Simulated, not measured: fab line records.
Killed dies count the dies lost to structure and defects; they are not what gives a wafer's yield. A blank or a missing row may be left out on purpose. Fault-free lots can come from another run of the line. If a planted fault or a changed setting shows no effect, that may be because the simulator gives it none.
What tool caused it? + flow gf180mcu + 13 lots, 39 wafers sampled, at 3 steps of a route of 602

== WHAT THE GAUGES READ, wafer by wafer ==
GF_STI_THK_MEAS_02.
| lot  | measured    | on           | STI_OXIDATION_THK (nm) |
|------|-------------|--------------|------------------------|
| L938 | day 1 16:31 | filmMetro-01 | 10.22 10.17 10.13      |
| L939 | day 1 21:32 | filmMetro-01 | 10.12 9.84 9.98        |
| L941 | day 2 07:31 | filmMetro-01 | 9.83 9.91 9.96         |
| L945 | day 3 05:23 | filmMetro-04 | 9.87 10.03 9.95        |
| L946 | day 3 10:12 | filmMetro-02 | 9.62 9.85 9.76         |
| L947 | day 3 13:31 | filmMetro-01 | 9.95 9.85 9.82         |
| L948 | day 3 19:43 | filmMetro-02 | 9.59 9.70 9.59         |
| L949 | day 3 23:49 | filmMetro-02 | 9.72 9.61 9.69         |
| L950 | day 4 04:32 | filmMetro-04 | 9.95 9.96 9.92         |
| L953 | day 4 19:44 | filmMetro-04 | 9.73 10.04 10.22       |
| L956 | day 5 10:31 | filmMetro-01 | 9.93 10.01 9.97        |
| L958 | day 5 20:41 | filmMetro-04 | 10.02 9.92 10.12       |
| L960 | day 6 06:58 | filmMetro-01 | 10.00 10.07 10.04      |

GF_STI_THK_MEAS_22.
| lot  | measured    | on           | STI_OXIDATION_01_THK (nm) |
|------|-------------|--------------|---------------------------|
| L938 | day 2 09:29 | filmMetro-02 | 14.9 14.9 14.9            |
| L939 | day 2 14:40 | filmMetro-02 | 15.0 15.0 15.1            |
| L941 | day 3 02:33 | filmMetro-04 | 14.9 15.0 14.9            |
| L945 | day 3 23:22 | filmMetro-04 | 15.3 15.4 15.0            |
| L946 | day 4 03:01 | filmMetro-01 | 14.7 14.6 14.2            |
| L947 | day 4 06:22 | filmMetro-01 | 14.8 15.0 14.7            |
| L948 | day 4 14:24 | filmMetro-02 | 14.9 14.7 14.9            |
| L949 | day 4 19:22 | filmMetro-02 | 14.3 14.5 14.3            |
| L950 | day 4 21:28 | filmMetro-01 | 15.1 15.1 15.0            |
| L953 | day 5 13:25 | filmMetro-01 | 15.0 15.0 15.1            |
| L956 | day 6 04:23 | filmMetro-01 | 15.1 14.8 15.0            |
| L958 | day 6 15:17 | filmMetro-04 | 14.7 15.0 15.0            |
| L960 | day 7 02:03 | filmMetro-04 | 14.9 15.3 15.2            |

GF_NWELL_TW_MEAS_11.
| lot  | measured    | on           | NWELL_TW       |
|------|-------------|--------------|----------------|
| L938 | day 3 12:50 | filmMetro-02 | 1558 1562 1549 |
| L939 | day 3 20:20 | filmMetro-02 | 1556 1562 1555 |
| L941 | day 4 09:23 | filmMetro-02 | 1549 1544 1539 |
| L945 | day 5 05:05 | filmMetro-03 | 1559 1567 1566 |
| L946 | day 5 09:28 | filmMetro-03 | 1558 1566 1568 |
| L947 | day 5 12:59 | filmMetro-02 | 1548 1544 1546 |
| L948 | day 5 21:59 | filmMetro-02 | 1561 1540 1552 |
| L949 | day 6 04:05 | filmMetro-01 | 1549 1546 1551 |
| L950 | day 6 05:47 | filmMetro-02 | 1538 1537 1538 |
| L953 | day 6 22:58 | filmMetro-01 | 1551 1545 1550 |
| L956 | day 7 15:02 | filmMetro-03 | 1573 1571 1573 |
| L958 | day 8 02:49 | filmMetro-01 | 1538 1530 1529 |
| L960 | day 8 13:23 | filmMetro-02 | 1541 1558 1547 |

== TOOL THAT RAN EACH LOT (tool first, then ch and the chambers of the sampled wafers, then the start) ==
The record holds no process step before these readings.

== WHAT THE TOOLS THEMSELVES READ (means of the sampled wafers that have a number; where no wafer has one, the mark that the record gives instead) ==
The record holds no such reading with a usual standard deviation.

== THE ANSWER, worked out from the rows above alone ==
Rule: what is usual is taken from the lots themselves. Put in order of their means at a reading, lots are off if they are a third of the lots or fewer, leave a main group of 4 or more, and stand apart from it by a gap of 3 or more times the standard deviation of the main group's means; of several such gaps the widest counts. A main group whose means are all the same, to the digits that the tables above print for the reading, isn't used. Also off: a lot with no number at a reading for which 4 or more lots have one. Any other lot the step has rows for is counted as sound. The gauges are gone through in route order, then the tools' own readings, and for those a lot's mean is taken as printed above. The first step at which some lot is off is used, and at that step the reading that is off furthest; a lot without a number counts as furthest.
Nothing can be told from this: no lot is off at any reading shown.

== WHAT WAS PUT IN BY THE SIMULATOR ==
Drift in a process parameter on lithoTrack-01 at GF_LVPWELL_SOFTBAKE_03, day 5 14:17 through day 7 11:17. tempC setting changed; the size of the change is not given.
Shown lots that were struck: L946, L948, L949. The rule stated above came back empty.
